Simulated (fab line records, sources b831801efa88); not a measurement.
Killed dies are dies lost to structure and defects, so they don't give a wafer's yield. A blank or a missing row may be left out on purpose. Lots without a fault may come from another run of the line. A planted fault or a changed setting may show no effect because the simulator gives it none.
Problem report in the 8D (eight disciplines) form, filled by code | flow gf180mcu | the parts of the form that need people (team, actions taken, sign-off) are left out

1. THE PROBLEM
cd_nm at GF_SAB_CD_MEAS_09 reads a mean of 343.3 nm on 2 wafers of 2 lots; wafers without a fault read 420.9 nm with a standard deviation of 2.2. That is -35 standard deviations from the usual mean.
The step: target cd 420 nm.
First seen on wafer L279.3, day 20 20:26, on cd_sem-02. The record holds 41 wafers of 14 lots with a number at this step. Rule for "out", or "out of limits": more than 4 standard deviations from the usual mean. The other wafers with a number count as sound.

2. WHAT IT IS AND WHAT IT IS NOT
question                    | is                   | is not
which readings at this step | cd_nm                | -
which lots                  | L279, L283           | L264, L265, L266, L267, L268, L269, L270, L271, L272, L273, L274, L277
which wafers of those lots  | L279.3, L283.2       | L279.1, L283.1, L283.4
read on which gauges        | cd_sem-01, cd_sem-02 | -
when                        | from day 20 20:26    | up to then (37 sound wafers); but 2 sound wafers of L283 came after

3. SUSPECTS, AND WHAT RULES EACH OUT
Counting: a tool at a process step up to the reading stays a suspect if it ran every lot that is out. Sound lots after the first of them don't rule it out here, since some wafers of a struck lot are sound.
- the gauge at GF_SAB_CD_MEAS_09: ruled out. The wafers that are out were read on 2 gauges (cd_sem-01, cd_sem-02).
- iline_stepper-02 at GF_SAB_EXPOSE_06 (exposes mask SAB, target cd 420 nm): kept. It ran every lot that is out, first L279 (day 20 08:54); its last sound lot up to then is L277 (day 19 17:57).
Left after counting: iline_stepper-02 at GF_SAB_EXPOSE_06.

4. THE CAUSE (what the simulator had put in)
Process parameter drift: iline_stepper-02, from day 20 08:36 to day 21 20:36, at GF_SAB_EXPOSE_06. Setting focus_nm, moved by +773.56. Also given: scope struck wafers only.
Counting left only this tool.

5. THE CHAIN OF EFFECTS, in route order
Each row: a reading whose mean over the struck wafers that have a number lies more than 3 standard deviations from the usual. Only readings for which the record gives a usual standard deviation are gone through. hours: the time from each lot's start at the first step in this table that gives one to its start at this step, as a median over the lots. sigmas: the change in usual standard deviations.
hours | step              | reading | usual    | on struck wafers | change | sigmas
0     | GF_SAB_CD_MEAS_09 | cd_nm   | 420.9 nm | 343.3            | -77.6  | -35
Later measuring or inspecting steps at which every struck wafer that the step has a row for has a number for every such reading, and none has moved that far: GF_M3_RS_MEAS_05, GF_M3_CD_MEAS_14.

6. WHAT WOULD HAVE CAUGHT IT SOONER
In this record the first reading out of limits at a measuring or inspecting step was taken at day 20 20:26, 12 hours after the fault began at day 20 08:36.
Of the lots that are out (2), L283 began GF_SAB_EXPOSE_06 on iline_stepper-02 after day 20 20:26. A hold on the tool at that time would have spared it.
